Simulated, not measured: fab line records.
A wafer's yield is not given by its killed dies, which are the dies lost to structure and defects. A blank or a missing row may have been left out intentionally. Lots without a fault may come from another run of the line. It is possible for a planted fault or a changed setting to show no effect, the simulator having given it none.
Chamber matching | flow gf180mcu | 4 sister chambers for GF_STI_CMP_25 on cmp-01
The step polishes, stops on Si3N4, t overpolish 33 s, target thk 524.6 nm. 4 wafers are shown with their chamber, then 7 later ones without.

WAFERS PAIRED WITH THEIR CHAMBERS
wafer  | chamber | motorCurrentA (A)
L553.1 | 3       | 14.2
L553.3 | 0       | 13.2
L555.2 | 2       | 13.0
L555.4 | 1       | 12.8

WAFERS WITHOUT THEIR CHAMBER
wafer  | motorCurrentA (A)
L555.5 | 14.1
L557.2 | 13.3
L557.3 | 14.0
L557.5 | 13.2
L558.1 | 14.2
L558.2 | 12.6
L558.3 | 13.0

WHICH CHAMBER EACH WENT THROUGH
wafer  | from the rows above          | in truth
L555.5 | 3                            | 3
L557.2 | can't be placed: 0 or 2      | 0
L557.3 | 3                            | 3
L557.5 | can't be placed: 0 or 2      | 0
L558.1 | 3                            | 3
L558.2 | can't be placed: 1 or 2      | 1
L558.3 | can't be placed: 2 or 0 or 1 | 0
Placed correctly: 3 of 7. From these rows, 4 cannot be placed; in 4 the true chamber is one of the candidates. 0 placed wrongly.
How it was worked out, from the rows above alone: a wafer's distance from a chamber is the root of the sum, over the readings, of the square of ((its reading less the chamber's mean) divided by the reading's scatter). If the next closest chamber is less than 2 further off than the closest, the wafer can't be placed; otherwise it belongs to the closest. A chamber's mean is the mean of its shown wafers. The scatter: with one shown wafer a chamber, the root of the mean of the squares of how far each hidden wafer lies from its nearest shown one.
